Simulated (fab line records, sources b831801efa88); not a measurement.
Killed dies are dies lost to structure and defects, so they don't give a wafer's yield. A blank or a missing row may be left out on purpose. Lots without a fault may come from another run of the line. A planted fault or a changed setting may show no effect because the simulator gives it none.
fab line records | flow sky130 | part 1 of 2: steps 1 to 30 of 41
record lots=5 wafers=15 last_day=50
route steps=708 shown VT_ADJUST_NCORE@129 VT_ADJUST_HVTR@131 VT_ADJUST_PCH@143 SONOS_TUNNEL@154 SONOS_ONO@168
lots that met no fault: from a run of the same line without faults
start_h: hours from the record's first day to the start of the lot's first wafer shown | wait_h: hours since the lot's step before | " the same as in the row above | L1.1+2: a row that stands for several wafers | - no value, or no start given | * or withheld: withheld | < > ~ a bound
route shown NAME@n: a module of which the file shows steps, and the number in the route of the first | usual: mean/standard deviation of fault-free wafers | same: alike in all rows | chamber/n: place in a boat | sites: the reading at each site | _std_site: their standard deviation | _edge_site: outer sites' mean less inner sites' | radius_mm: how far each site lies from the wafer's centre | mask NAME#n: copy n | behind: the tool/chamber that last shaped the wafer | hold: why the lot was held/for how many hours/how that ended | device: the transistor (n, p or np) that didn't switch | end of line: the same wafers' tests at the end of the route | a step without rows: its recipe alone | killed: dies lost to structure and defects at the first sort, not the wafer's yield | map: a wafer's dies, x killed, . not, _ none there
set.NAME: the setting as run; set.NAME@STEP: as run at that earlier step | model.NAME: the simulator's own value behind a step, which no gauge read
lots at some steps of the route; a table a step, a row a wafer
services: from which hour (start_h, from the record's first day; less than 0 if before it) a tool's chamber was out of use, for how many hours, and why
## steps
# step SKY_VT_ADJUST_NCORE_STRIP_10
# recipe chemistry=O2/N2 power_w=1400 pressure_mtorr=1500 platen_temp_c=withheld o2_flow_sccm=3000 n2_flow_sccm=300 overash_fraction=0.5
# usual drypump_motor_current_A=5.6/0.46 oes_product_au=0.715/0.0046 strip_time_to_endpoint_s=14.19/0.046
# columns lot.wafer tool chamber start_h wait_h drypump_motor_current_A oes_product_au rf_hours_counter_h strip_time_to_endpoint_s
L079.1 plasma_asher-04 0 216.96 0.1 5.3 0.712 49 14.17
L079.2 " 1 " " 6.4 0.707 49 14.12
L079.6 " 1 " " 6.4 0.727 - 14.18
L088.2 plasma_asher-03 1 290.81 0.1 5.1 0.711 17 14.23
L088.5 " 0 " " 5.6 0.720 - 14.18
L088.6 " 1 " " 5.1 0.716 - 14.21
L089.1 plasma_asher-03 0 296.46 0.1 5.6 0.716 17 14.20
L089.2 " 1 " " 5.1 0.719 17 14.23
L089.6 " 0 " " 5.6 0.715 - 14.20
L093.1 plasma_asher-01 1 321.34 0.1 6.1 0.708 65 14.20
L093.3 " 0 " " 5.4 0.721 - 14.18
L093.4 " 1 " " 6.1 0.718 - 14.18
L096.2 plasma_asher-03 0 341.83 0.1 5.6 0.706 22 14.18
L096.3 " 1 " " 5.1 0.713 - 14.17
L096.4 " 0 " " 5.6 0.719 - 14.19
# step SKY_VT_ADJUST_NCORE_TW_MEAS_11
# usual VT_ADJUST_NCORE_TW=219.5/2.4
# columns lot.wafer tool chamber start_h wait_h VT_ADJUST_NCORE_TW
L079.1 film_metro-04 - 217.06 0.1 218.7
L079.2 " - " " 220.0
L079.6 " - " " 219.7
L088.2 film_metro-02 - 290.92 0.1 217.5
L088.5 " - " " 216.9
L088.6 " - " " 217.6
L089.1 film_metro-02 - 296.56 0.1 217.4
L089.2 " - " " 218.2
L089.6 " - " " 216.6
L093.1 film_metro-02 - 321.44 0.1 217.9
L093.3 " - " " 216.8
L093.4 " - " " 217.9
L096.2 film_metro-03 - 341.94 0.1 222.4
L096.3 " - " " 222.2
L096.4 " - " " 221.7
# step SKY_VT_ADJUST_HVTR_DEHYDRATE_00
# recipe temp_c=200 time_s=60
# usual plate_temp_C=199.98/0.18
# columns lot.wafer tool chamber start_h wait_h plate_temp_C
L079.1 litho_track-02 0 227.58 10.5 200.05
L079.2 " 0 " " 200.00
L079.6 " 0 " " 199.92
L088.2 litho_track-01 0 303.08 12.1 199.87
L088.5 " 0 " " 199.83
L088.6 " 0 " " 199.82
L089.1 litho_track-02 0 308.43 11.9 199.98
L089.2 " 0 " " 200.08
L089.6 " 0 " " 199.95
L093.1 litho_track-02 0 334.33 12.9 200.01
L093.3 " 0 " " 200.21
L093.4 " 0 " " 200.02
L096.2 litho_track-02 0 354.40 12.5 200.04
L096.3 " 0 " " 200.10
L096.4 " 0 " " 200.44
# step SKY_VT_ADJUST_HVTR_HMDS_01
# recipe prime_time_s=60 prime_temp_c=120
# columns lot.wafer tool chamber start_h wait_h
L079.1+2+6 litho_track-02 0 227.73 0.1
L088.2+5+6 litho_track-01 0 303.23 0.1
L089.1+2+6 litho_track-02 0 308.58 0.1
L093.1+3+4 litho_track-02 0 334.48 0.1
L096.2+3+4 litho_track-02 0 354.55 0.1
# step SKY_VT_ADJUST_HVTR_COAT_02
# recipe resist=NOVOLAK spin_rpm=3000 resist_thk_nm=1140
# columns lot.wafer tool chamber start_h wait_h
L079.1+2+6 litho_track-02 0 227.88 0.1
L088.2+5+6 litho_track-01 0 303.38 0.1
L089.1+2+6 litho_track-02 0 308.73 0.1
L093.1+3+4 litho_track-02 0 334.63 0.1
L096.2+3+4 litho_track-02 0 354.70 0.1
# step SKY_VT_ADJUST_HVTR_SOFTBAKE_03
# recipe temp_c=90 time_s=60 resist=NOVOLAK
# usual plate_temp_C=89.98/0.12
# columns lot.wafer tool chamber start_h wait_h plate_temp_C
L079.1 litho_track-02 0 228.03 0.1 90.18
L079.2 " 0 " " 90.26
L079.6 " 0 " " 90.12
L088.2 litho_track-01 0 303.53 0.1 90.17
L088.5 " 0 " " 90.04
L088.6 " 0 " " 90.03
L089.1 litho_track-02 0 308.88 0.1 89.89
L089.2 " 0 " " 90.00
L089.6 " 0 " " 89.95
L093.1 litho_track-02 0 334.78 0.1 89.98
L093.3 " 0 " " 90.00
L093.4 " 0 " " 89.99
L096.2 litho_track-02 0 354.85 0.1 90.07
L096.3 " 0 " " 89.83
L096.4 " 0 " " 90.09
# step SKY_VT_ADJUST_HVTR_EXPOSE_04
# recipe mask_id=HVTRM target_cd_nm=380 na=0.6 source_shape=conventional sigma_outer=0.6 dose_mj=150
# columns lot.wafer tool chamber start_h wait_h mask
L079.1+2+6 iline_stepper-02 0 - - HVTRM#0
L088.2+5+6 iline_stepper-02 0 - - HVTRM#0
L089.1+2+6 iline_stepper-01 0 - - HVTRM#0
L093.1+3+4 iline_stepper-01 0 - - HVTRM#0
L096.2+3+4 iline_stepper-02 0 - - HVTRM#0
# step SKY_VT_ADJUST_HVTR_PEB_05
# recipe temp_c=withheld time_s=* resist=NOVOLAK
# columns lot.wafer tool chamber start_h wait_h
L079.1+2+6 litho_track-01 0 - -
L088.2+5+6 litho_track-02 0 - -
L089.1+2+6 litho_track-01 0 - -
L093.1+3+4 litho_track-02 0 - -
L096.2+3+4 litho_track-01 0 - -
# step SKY_VT_ADJUST_HVTR_DEVELOP_06
# recipe develop_time_s=60 dev_temp_c=23
# columns lot.wafer tool chamber start_h wait_h
L079.1+2+6 litho_track-01 0 239.60 0.1
L088.2+5+6 litho_track-02 0 315.80 0.1
L089.1+2+6 litho_track-01 0 321.40 0.1
L093.1+3+4 litho_track-02 0 348.53 0.1
L096.2+3+4 litho_track-01 0 368.03 0.1
# step SKY_VT_ADJUST_HVTR_CD_MEAS_07
# recipe target_cd_nm=380
# usual cd_nm=380.3/2.3
# columns lot.wafer tool chamber start_h wait_h cd_nm
L079.1 cd_sem-02 - 239.75 0.1 381.7
L079.2 " - " " 381.9
L079.6 " - " " 382.8
L088.2 cd_sem-02 - 315.95 0.1 381.8
L088.5 " - " " 379.8
L088.6 " - " " 382.6
L089.1 cd_sem-01 - 321.55 0.1 379.2
L089.2 " - " " 378.9
L089.6 " - " " 377.0
L093.1 cd_sem-02 - 348.68 0.1 377.2
L093.3 " - " " 376.4
L093.4 " - " " 378.2
L096.2 cd_sem-01 - 368.17 0.1 379.2
L096.3 " - " " 377.7
L096.4 " - " " 380.2
# step SKY_VT_ADJUST_HVTR_OVL_MEAS_08
# usual VT_ADJUST_HVTR_OVL=-0.8/1.1
# columns lot.wafer tool chamber start_h wait_h VT_ADJUST_HVTR_OVL[nm]
L079.1 overlay-02 - 239.87 0.1 -0.3
L079.2 " - " " -1.8
L079.6 " - " " -1.0
L088.2 overlay-01 - 316.05 0.1 -1.4
L088.5 " - " " -0.2
L088.6 " - " " -0.9
L089.1 overlay-01 - 321.67 0.1 -1.1
L089.2 " - " " -0.7
L089.6 " - " " 0.3
L093.1 overlay-02 - 348.80 0.1 -1.4
L093.3 " - " " -3.0
L093.4 " - " " -1.5
L096.2 overlay-02 - 368.28 0.1 -1.7
L096.3 " - " " -0.2
L096.4 " - " " 0.7
# step SKY_VT_ADJUST_HVTR_IMPLANT_09
# recipe species=B energy_kev=10 dose_cm2=2.1e+12 tilt_deg=withheld
# usual dose_ions_cm2=2.1003e+12/2.2e+09
# columns lot.wafer tool chamber start_h wait_h dose_ions_cm2
L079.1 implanter-01 0 239.91 0.0 2.1038e+12
L079.2 " 0 " " 2.1006e+12
L079.6 " 0 " " 2.1009e+12
L088.2 implanter-01 0 316.11 0.0 2.0981e+12
L088.5 " 0 " " 2.0986e+12
L088.6 " 0 " " 2.1022e+12
L089.1 implanter-03 0 321.71 0.0 2.0962e+12
L089.2 " 0 " " 2.0987e+12
L089.6 " 0 " " 2.0968e+12
L093.1 implanter-03 0 348.83 0.0 2.0991e+12
L093.3 " 0 " " 2.0979e+12
L093.4 " 0 " " 2.1022e+12
L096.2 implanter-01 0 368.33 0.0 2.1022e+12
L096.3 " 0 " " 2.1021e+12
L096.4 " 0 " " 2.1003e+12
# step SKY_VT_ADJUST_HVTR_STRIP_10
# recipe chemistry=O2/N2 power_w=1400 pressure_mtorr=1500 platen_temp_c=withheld o2_flow_sccm=3000 n2_flow_sccm=300 overash_fraction=0.5
# usual drypump_motor_current_A=5.6/0.52 oes_product_au=0.715/0.0043 strip_time_to_endpoint_s=14.16/0.035
# columns lot.wafer tool chamber start_h wait_h drypump_motor_current_A oes_product_au rf_hours_counter_h strip_time_to_endpoint_s
L079.1 plasma_asher-04 1 240.06 0.1 6.4 0.710 51 14.17
L079.2 " 0 " " 5.3 0.714 51 14.13
L079.6 " 1 " " 6.4 0.716 - 14.17
L088.2 plasma_asher-03 0 316.23 0.1 5.6 0.711 19 14.16
L088.5 " 1 " " 5.1 0.714 - 14.17
L088.6 " 0 " " 5.6 0.712 - 14.13
L089.1 plasma_asher-04 1 321.86 0.1 6.4 0.718 58 14.14
L089.2 " 0 " " 5.3 0.719 58 14.14
L089.6 " 1 " " 6.4 0.715 - 14.15
L093.1 plasma_asher-03 1 348.98 0.1 5.1 0.716 22 14.10
L093.3 " 1 " " 5.1 0.714 - 14.13
L093.4 " 0 " " 5.6 0.725 - 14.14
L096.2 plasma_asher-04 1 368.46 0.1 6.4 0.719 62 14.15
L096.3 " 0 " " 5.3 0.714 - 14.12
L096.4 " 1 " " 6.4 0.709 - 14.19
# step SKY_VT_ADJUST_HVTR_TW_MEAS_11
# usual VT_ADJUST_HVTR_TW=210/3.8
# columns lot.wafer tool chamber start_h wait_h VT_ADJUST_HVTR_TW
L079.1 film_metro-01 - 240.16 0.1 205
L079.2 " - " " 205
L079.6 " - " " 205
L088.2 film_metro-04 - 316.34 0.1 212
L088.5 " - " " 212
L088.6 " - " " 213
L089.1 film_metro-01 - 321.96 0.1 207
L089.2 " - " " 205
L089.6 " - " " 207
L093.1 film_metro-01 - 349.08 0.1 204
L093.3 " - " " 205
L093.4 " - " " 205
L096.2 film_metro-03 - 368.57 0.1 215
L096.3 " - " " 215
L096.4 " - " " 215
# step SKY_VT_ADJUST_PCH_DEHYDRATE_00
# recipe temp_c=200 time_s=60
# usual plate_temp_C=200.06/0.15
# columns lot.wafer tool chamber start_h wait_h plate_temp_C
L079.1 litho_track-03 0 251.12 11.0 200.30
L079.2 " 0 " " 200.01
L079.6 " 0 " " 200.27
L088.2 litho_track-04 0 328.41 12.1 199.80
L088.5 " 0 " " 199.76
L088.6 " 0 " " 200.07
L089.1 litho_track-02 0 334.93 13.0 200.07
L089.2 " 0 " " 200.00
L089.6 " 0 " " 200.10
L093.1 litho_track-03 0 361.22 12.1 199.88
L093.3 " 0 " " 199.88
L093.4 " 0 " " 199.88
L096.2 litho_track-03 0 382.14 13.6 200.02
L096.3 " 0 " " 200.11
L096.4 " 0 " " 200.06
# step SKY_VT_ADJUST_PCH_HMDS_01
# recipe prime_time_s=60 prime_temp_c=120
# columns lot.wafer tool chamber start_h wait_h
L079.1+2+6 litho_track-03 0 251.27 0.1
L088.2+5+6 litho_track-04 0 328.56 0.1
L089.1+2+6 litho_track-02 0 335.08 0.1
L093.1+3+4 litho_track-03 0 361.37 0.1
L096.2+3+4 litho_track-03 0 382.29 0.1
# step SKY_VT_ADJUST_PCH_COAT_02
# recipe spin_rpm=2000 resist_thk_nm=3000
# columns lot.wafer tool chamber start_h wait_h
L079.1+2+6 litho_track-03 0 251.42 0.1
L088.2+5+6 litho_track-04 0 328.71 0.1
L089.1+2+6 litho_track-02 0 335.23 0.1
L093.1+3+4 litho_track-03 0 361.52 0.1
L096.2+3+4 litho_track-03 0 382.44 0.1
# step SKY_VT_ADJUST_PCH_SOFTBAKE_03
# recipe temp_c=110 time_s=withheld
# usual plate_temp_C=109.99/0.13
# columns lot.wafer tool chamber start_h wait_h plate_temp_C
L079.1 litho_track-03 0 251.57 0.1 109.86
L079.2 " 0 " " 110.03
L079.6 " 0 " " 110.11
L088.2 litho_track-04 0 328.87 0.1 109.93
L088.5 " 0 " " 110.13
L088.6 " 0 " " 110.08
L089.1 litho_track-02 0 335.38 0.1 109.90
L089.2 " 0 " " 109.85
L089.6 " 0 " " 110.01
L093.1 litho_track-03 0 361.67 0.1 109.83
L093.3 " 0 " " 109.99
L093.4 " 0 " " 109.99
L096.2 litho_track-03 0 382.60 0.1 109.94
L096.3 " 0 " " 109.97
L096.4 " 0 " " 109.92
# step SKY_VT_ADJUST_PCH_EXPOSE_04
# recipe mask_id=NWM na=0.6 source_shape=conventional sigma_outer=0.6 polarization=unpolarized target_cd_nm=840 dose_mj=255
# columns lot.wafer tool chamber start_h wait_h mask
L079.1+2+6 iline_stepper-01 0 - - NWM#0
L088.2+5+6 iline_stepper-02 0 - - NWM#0
L089.1+2+6 iline_stepper-02 0 - - NWM#0
L093.1+3+4 iline_stepper-01 0 - - NWM#0
L096.2+3+4 iline_stepper-01 0 - - NWM#0
# step SKY_VT_ADJUST_PCH_PEB_05
# recipe temp_c=115 time_s=withheld
# usual plate_temp_C=114.98/0.14
# columns lot.wafer tool chamber start_h wait_h plate_temp_C
L079.1 litho_track-03 0 - - 114.87
L079.2 " 0 " " 114.83
L079.6 " 0 " " 114.92
L088.2 litho_track-02 0 - - 114.90
L088.5 " 0 " " 114.96
L088.6 " 0 " " 114.76
L089.1 litho_track-02 0 - - 115.23
L089.2 " 0 " " 114.80
L089.6 " 0 " " 114.89
L093.1 litho_track-03 0 - - 114.85
L093.3 " 0 " " 115.05
L093.4 " 0 " " 115.11
L096.2 litho_track-02 0 - - 114.96
L096.3 " 0 " " 114.87
L096.4 " 0 " " 114.92
# step SKY_VT_ADJUST_PCH_DEVELOP_06
# recipe wall_angle_deg=90 developer=TMAH develop_time_s=60 dev_temp_c=23
# columns lot.wafer tool chamber start_h wait_h
L079.1+2+6 litho_track-03 0 - -
L088.2+5+6 litho_track-02 0 - -
L089.1+2+6 litho_track-02 0 - -
L093.1+3+4 litho_track-03 0 - -
L096.2+3+4 litho_track-02 0 - -
# step SKY_VT_ADJUST_PCH_OVL_MEAS_07
# usual VT_ADJUST_PCH_OVL=-1.2/1.2
# columns lot.wafer tool chamber start_h wait_h VT_ADJUST_PCH_OVL[nm]
L079.1 overlay-02 - 264.02 - -2.2
L079.2 " - " " -1.4
L079.6 " - " " -1.0
L088.2 overlay-01 - 343.18 - -1.9
L088.5 " - " " 0.8
L088.6 " - " " -0.4
L089.1 overlay-02 - 349.03 - -0.4
L089.2 " - " " 1.8
L089.6 " - " " -0.4
L093.1 overlay-02 - 375.52 - -1.2
L093.3 " - " " -0.5
L093.4 " - " " 0.6
L096.2 overlay-02 - 396.53 - -2.2
L096.3 " - " " 0.6
L096.4 " - " " -0.1
# step SKY_VT_ADJUST_PCH_IMPLANT_08
# recipe species=B energy_kev=10 dose_cm2=5e+11 tilt_deg=withheld
# usual dose_ions_cm2=4.998e+11/5.7e+08
# columns lot.wafer tool chamber start_h wait_h dose_ions_cm2
L079.1 implanter-02 0 264.06 0.0 5.009e+11
L079.2 " 0 " " 5.001e+11
L079.6 " 0 " " 5.004e+11
L088.2 implanter-04 0 343.24 0.0 4.997e+11
L088.5 " 0 " " 4.993e+11
L088.6 " 0 " " 4.992e+11
L089.1 implanter-04 0 349.06 0.0 4.992e+11
L089.2 " 0 " " 5.004e+11
L089.6 " 0 " " 4.993e+11
L093.1 implanter-04 0 375.56 0.0 5e+11
L093.3 " 0 " " 5e+11
L093.4 " 0 " " 5e+11
L096.2 implanter-01 0 396.59 0.0 4.999e+11
L096.3 " 0 " " 4.992e+11
L096.4 " 0 " " 4.999e+11
# step SKY_VT_ADJUST_PCH_STRIP_09
# recipe chemistry=O2/N2 power_w=1400 pressure_mtorr=1500 platen_temp_c=withheld o2_flow_sccm=3000 n2_flow_sccm=300 overash_fraction=0.5
# usual drypump_motor_current_A=5.8/0.51 oes_product_au=0.722/0.0044 strip_time_to_endpoint_s=36.94/0.12
# columns lot.wafer tool chamber start_h wait_h drypump_motor_current_A oes_product_au rf_hours_counter_h strip_time_to_endpoint_s
L079.1 plasma_asher-04 0 264.21 0.1 5.3 0.726 53 36.89
L079.2 " 1 " " 6.4 0.721 53 36.82
L079.6 " 1 " " 6.4 0.721 - 36.93
L088.2 plasma_asher-01 1 343.36 0.1 6.1 0.723 67 36.97
L088.5 " 1 " " 6.1 0.728 - 36.95
L088.6 " 0 " " 5.4 0.722 - 36.85
L089.1 plasma_asher-02 1 349.21 0.1 6.4 0.732 57 36.91
L089.2 " 0 " " 5.3 0.721 57 36.82
L089.6 " 0 " " 5.3 0.718 - 36.77
L093.1 plasma_asher-01 0 375.71 0.1 5.3 0.718 70 36.90
L093.3 " 1 " " 6.1 0.728 - 36.89
L093.4 " 0 " " 5.3 0.717 - 36.97
L096.2 plasma_asher-04 1 396.71 0.1 6.4 0.722 65 37.06
L096.3 " 1 " " 6.4 0.722 - 36.92
L096.4 " 0 " " 5.3 0.720 - 36.83
# step SKY_VT_ADJUST_PCH_TW_MEAS_10
# usual VT_ADJUST_PCH_TW=141.0/1.9
# columns lot.wafer tool chamber start_h wait_h VT_ADJUST_PCH_TW
L079.1 film_metro-04 - 264.31 0.1 143.2
L079.2 " - " " 143.7
L079.6 " - " " 144.1
L088.2 film_metro-04 - 343.47 0.1 144.2
L088.5 " - " " 143.7
L088.6 " - " " 143.8
L089.1 film_metro-04 - 349.31 0.1 143.6
L089.2 " - " " 144.2
L089.6 " - " " 144.3
L093.1 film_metro-04 - 375.81 0.1 142.6
L093.3 " - " " 142.8
L093.4 " - " " 141.8
L096.2 film_metro-01 - 396.82 0.1 138.7
L096.3 " - " " 138.7
L096.4 " - " " 138.5
# step SKY_SONOS_TUNNEL_DEHYDRATE_00
# recipe temp_c=200 time_s=60
# usual plate_temp_C=200.00/0.15
# columns lot.wafer tool chamber start_h wait_h plate_temp_C
L079.1 litho_track-02 0 275.63 11.3 199.67
L079.2 " 0 " " 199.88
L079.6 " 0 " " 200.06
L088.2 litho_track-01 0 355.82 12.3 200.06
L088.5 " 0 " " 200.07
L088.6 " 0 " " 199.77
L089.1 litho_track-03 0 361.87 12.5 199.91
L089.2 " 0 " " 200.08
L089.6 " 0 " " 200.01
L093.1 litho_track-01 0 389.25 13.4 200.18
L093.3 " 0 " " 200.31
L093.4 " 0 " " 200.06
L096.2 litho_track-03 0 410.29 13.5 199.92
L096.3 " 0 " " 199.66
L096.4 " 0 " " 199.88
# step SKY_SONOS_TUNNEL_HMDS_01
# recipe prime_time_s=60 prime_temp_c=120
# columns lot.wafer tool chamber start_h wait_h
L079.1+2+6 litho_track-02 0 275.78 0.1
L088.2+5+6 litho_track-01 0 355.97 0.1
L089.1+2+6 litho_track-03 0 362.02 0.1
L093.1+3+4 litho_track-01 0 389.40 0.1
L096.2+3+4 litho_track-03 0 410.44 0.1
# step SKY_SONOS_TUNNEL_COAT_02
# recipe resist=NOVOLAK spin_rpm=3000 resist_thk_nm=1140
# columns lot.wafer tool chamber start_h wait_h
L079.1+2+6 litho_track-02 0 275.93 0.1
L088.2+5+6 litho_track-01 0 356.12 0.1
L089.1+2+6 litho_track-03 0 362.17 0.1
L093.1+3+4 litho_track-01 0 389.55 0.1
L096.2+3+4 litho_track-03 0 410.59 0.1
# step SKY_SONOS_TUNNEL_SOFTBAKE_03
# recipe temp_c=90 time_s=60 resist=NOVOLAK
# usual plate_temp_C=90.00/0.11
# columns lot.wafer tool chamber start_h wait_h plate_temp_C
L079.1 litho_track-02 0 276.08 0.1 89.87
L079.2 " 0 " " 89.76
L079.6 " 0 " " 90.02
L088.2 litho_track-01 0 356.27 0.1 90.00
L088.5 " 0 " " 89.92
L088.6 " 0 " " 89.98
L089.1 litho_track-03 0 362.32 0.1 90.24
L089.2 " 0 " " 90.29
L089.6 " 0 " " 90.21
L093.1 litho_track-01 0 389.70 0.1 90.09
L093.3 " 0 " " 89.99
L093.4 " 0 " " 89.97
L096.2 litho_track-03 0 410.74 0.1 89.87
L096.3 " 0 " " 89.94
L096.4 " 0 " " 89.93
# step SKY_SONOS_TUNNEL_EXPOSE_04
# recipe mask_id=TUNM na=0.6 source_shape=conventional sigma_outer=0.6 polarization=unpolarized target_cd_nm=410 dose_mj=136
# columns lot.wafer tool chamber start_h wait_h mask
L079.1+2+6 iline_stepper-02 0 - - TUNM#0
L088.2+5+6 iline_stepper-01 0 - - TUNM#0
L089.1+2+6 iline_stepper-01 0 - - TUNM#0
L093.1+3+4 iline_stepper-01 0 - - TUNM#0
L096.2+3+4 iline_stepper-01 0 - - TUNM#0
